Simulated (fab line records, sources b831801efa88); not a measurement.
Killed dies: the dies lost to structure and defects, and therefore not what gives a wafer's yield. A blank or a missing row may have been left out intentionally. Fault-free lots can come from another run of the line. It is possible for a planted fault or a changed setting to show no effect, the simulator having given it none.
Matching of chambers + flow gf180mcu + cmp-02 running GF_CONTACT_CMP_04: 3 sister chambers
The step polishes SiO2. 14 wafers are shown with their chamber, then 4 later ones without.

## WAFERS, EACH WITH ITS CHAMBER
| wafer  | chamber | motor_current_A (A) | time_to_endpoint_s (s) | slurry_filter_dp_kPa (kPa) |
|--------|---------|---------------------|------------------------|----------------------------|
| L418.1 | 2       | 14.2                | 113                    | 13.41                      |
| L418.3 | 0       | 13.2                | 121                    | 13.55                      |
| L418.6 | 1       | 12.8                | 117                    | 13.65                      |
| L419.4 | 2       | 14.2                | 113                    | 13.47                      |
| L419.5 | 1       | 12.8                | 113                    | 13.50                      |
| L419.6 | 2       | 14.5                | 112                    | 13.19                      |
| L421.4 | 2       | 14.0                | 116                    | 13.42                      |
| L421.5 | 0       | 13.8                | 115                    | 13.60                      |
| L421.6 | 1       | 12.5                | 113                    | 13.43                      |
| L422.4 | 0       | 13.8                | 123                    | 13.37                      |
| L422.5 | 2       | 13.9                | 115                    | 13.50                      |
| L422.6 | 1       | 12.8                | 112                    | 13.56                      |
| L425.3 | 2       | 13.8                | 109                    | 13.75                      |
| L425.4 | 0       | 14.0                | 120                    | 13.28                      |

SIGNATURES (averages over the wafers above)
| reading              | chamber 0 | chamber 1 | chamber 2 | scatter within a chamber |
|----------------------|-----------|-----------|-----------|--------------------------|
| motor_current_A      | 13.700    | 12.725    | 14.100    | 0.261                    |
| time_to_endpoint_s   | 119.75    | 113.75    | 113.00    | 2.69                     |
| slurry_filter_dp_kPa | 13.4500   | 13.5350   | 13.4567   | 0.153                    |
Rule: a wafer's distance from a chamber is the root of the sum, over the readings, of the square of ((its reading less the chamber's mean) divided by the reading's scatter). If the next closest chamber is less than 2 further off than the closest, the wafer can't be placed; otherwise it belongs to the closest. How the scatter is found: for the shown wafers, subtract from each reading the mean of its chamber, square and add these, divide the total by (wafers less chambers), then take the root.

## WAFERS WHOSE CHAMBER IS MISSING
| wafer  | motor_current_A (A) | time_to_endpoint_s (s) | slurry_filter_dp_kPa (kPa) |
|--------|---------------------|------------------------|----------------------------|
| L425.5 | 12.9                | 116                    | 13.55                      |
| L435.4 | 13.0                | 111                    | 13.38                      |
| L435.6 | 13.3                | 115                    | 13.48                      |
| L438.3 | 13.4                | 99                     | 13.26                      |

## CHAMBER TAKEN BY EACH
| wafer  | from the rows above          | in truth |
|--------|------------------------------|----------|
| L425.5 | 1                            | 1        |
| L435.4 | 1                            | 1        |
| L435.6 | can't be placed: 1 or 0 or 2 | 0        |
| L438.3 | can't be placed: 2 or 1 or 0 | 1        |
2 of 4 placed correctly. Unplaceable from these rows: 2, with the true chamber sitting among the candidates in 2. Placed wrongly: 0.
